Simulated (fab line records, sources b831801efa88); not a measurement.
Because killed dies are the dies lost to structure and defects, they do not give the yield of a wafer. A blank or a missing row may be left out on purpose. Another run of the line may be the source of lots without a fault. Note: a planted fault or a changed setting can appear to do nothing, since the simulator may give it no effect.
2 desks looking at one fault :: flow gf180mcu :: each desk holds nothing but its own numbers, with what lay behind them at the end

## METROLOGY DESK
Lot by lot, what the gauges showed, no matter which tool ran the lot: averages of those sampled wafers that carry a number. If a lot's mean is further than 4 standard deviations from the usual mean, the lot is out of limits and carries the mark OUT (the distance appears in the brackets).
Columns: A = cd nm at GF_STI_CD_MEAS_12, usual 219.9 nm; B = MVSD_TW at GF_MVSD_TW_MEAS_11, usual 1592; C = NWELL_RS at GF_VT_IMPLANT_RS_MEAS_47, usual 487.9 ohm/sq
lot: L501
first seen here: day 2 01:39
A: 221.8
B: 1594
C: 487.1

lot: L502
first seen here: day 2 06:07
A: 218.5
B: 1589
C: 488.7

lot: L503
first seen here: day 2 13:42
A: 218.6
B: 1589
C: 487.7

lot: L505
first seen here: day 2 22:05
A: 219.4
B: 1584
C: 486.7

lot: L507
first seen here: day 3 08:24
A: 220.4
B: 1585
C: 488.4

lot: L513
first seen here: day 4 15:17
A: 221.7
B: 30 (-99 or more) OUT
C: -

lot: L516
first seen here: day 5 06:51
A: 220.6
B: 1589
C: 488.1

lot: L519
first seen here: day 5 21:49
A: 219.0
B: 1589
C: 488.3

lot: L522
first seen here: day 6 13:16
A: 222.0
B: 1597
C: 488.6

lot: L523
first seen here: day 6 19:02
A: 217.5
B: 1593
C: 487.0

lot: L524
first seen here: day 6 22:56
A: 219.4
B: 1596
C: 488.2
Per this desk, out of limits: L513; the first was L513, day 7 07:35 (MVSD_TW at GF_MVSD_TW_MEAS_11). In limits: L501, L502, L503, L505, L507, L516, L519, L522, L523, L524.

## DESK OF THE TOOL OWNER: plasma asher-02
The tool's own readings at GF_LVPWELL_STRIP_10 (strips in O2/N2): means of the sampled wafers that have a number, for each lot that ran on this tool. If a lot's mean is further than 4 standard deviations from the usual mean, the lot is out of limits and carries the mark OUT (the distance appears in the brackets).
Columns: A = drypump motor current A at GF_LVPWELL_STRIP_10, usual 5.7 A; B = heater power w at GF_LVPWELL_STRIP_10, usual 373 W; C = o2 flow sccm at GF_LVPWELL_STRIP_10, usual 3000 sccm; D = oes product au at GF_LVPWELL_STRIP_10, usual 0.722 a.u.; E = strip time to endpoint s at GF_LVPWELL_STRIP_10, usual 36.94 s
lot: L502
first seen here: day 4 02:02
A: 5.1
B: 379
C: 3003
D: 0.723
E: 36.91

lot: L503
first seen here: day 4 10:39
A: 5.1
B: 315
C: 3005
D: 0.723
E: 36.88

lot: L507
first seen here: day 5 05:30
A: 5.1
B: 345
C: 3005
D: 0.725
E: 37.00

lot: L513
first seen here: day 6 16:29
A: 5.2
B: 382
C: 3010
D: 0.936 (+47) OUT
E: -

lot: L522
first seen here: day 9 01:41
A: 5.1
B: 343
C: 3004
D: 0.721
E: 36.93
This desk's finding: out of limits on L513; first on L513, day 6 16:29 (oes product au at GF_LVPWELL_STRIP_10). In limits: L502, L503, L507, L522.

## PUT TOGETHER
The tool owner's desk could have raised an alarm at day 6 16:29, on L513.
An alarm was possible from the metrology desk at day 7 07:35, on L513.
Every lot named ran GF_LVPWELL_STRIP_10 on plasma asher-02.

## WHAT THE SIMULATOR HAD INSERTED
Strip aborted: plasma asher-02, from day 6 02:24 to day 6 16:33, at GF_LVPWELL_STRIP_10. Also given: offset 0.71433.
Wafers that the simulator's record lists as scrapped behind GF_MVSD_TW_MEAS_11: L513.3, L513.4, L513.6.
Struck lots among those shown: L513.
Hours from the fault's start to each desk's first reading out of limits: the tool owner's desk, 14; the metrology desk, 29.
